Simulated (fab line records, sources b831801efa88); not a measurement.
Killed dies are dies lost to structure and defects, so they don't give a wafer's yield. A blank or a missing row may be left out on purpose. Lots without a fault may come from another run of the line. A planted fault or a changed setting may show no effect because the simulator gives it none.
Chamber matching | flow sky130 | SKY_LI_CONTACT_CMP_02 on cmp-02: 4 sister chambers
The step polishes PSG. 4 wafers are shown with their chamber, then 9 later ones without.

WAFERS WITH THEIR CHAMBER
wafer  | chamber | motor_current_A (A)
L860.5 | 2       | 11.2
L861.1 | 1       | 14.2
L861.3 | 3       | 11.5
L861.4 | 0       | 10.6

WAFERS WITHOUT THEIR CHAMBER
wafer  | motor_current_A (A)
L870.1 | 13.3
L870.3 | 10.4
L870.4 | 11.3
L871.2 | 11.6
L871.3 | 13.6
L871.5 | 13.7
L872.1 | 11.7
L872.5 | 11.1
L872.6 | 10.4

WHICH CHAMBER EACH WENT THROUGH
wafer  | from the rows above          | in truth
L870.1 | 1                            | 1
L870.3 | can't be placed: 0 or 2      | 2
L870.4 | can't be placed: 2 or 3 or 0 | 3
L871.2 | can't be placed: 3 or 2      | 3
L871.3 | 1                            | 1
L871.5 | 1                            | 1
L872.1 | can't be placed: 3 or 2      | 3
L872.5 | can't be placed: 2 or 3 or 0 | 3
L872.6 | can't be placed: 0 or 2      | 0
Placed correctly: 3 of 9. Can't be placed from these rows: 6 (the true chamber is among the candidates in 6). Placed wrongly: 0.
How it was worked out, from the rows above alone: a wafer's distance from a chamber is the root of the sum, over the readings, of the square of ((its reading less the chamber's mean) divided by the reading's scatter). The wafer belongs to the nearest chamber; if the next one is less than 2 further off, it can't be placed. A chamber's mean is the mean of its shown wafers. The scatter: with one shown wafer a chamber, the root of the mean of the squares of how far each hidden wafer lies from its nearest shown one.
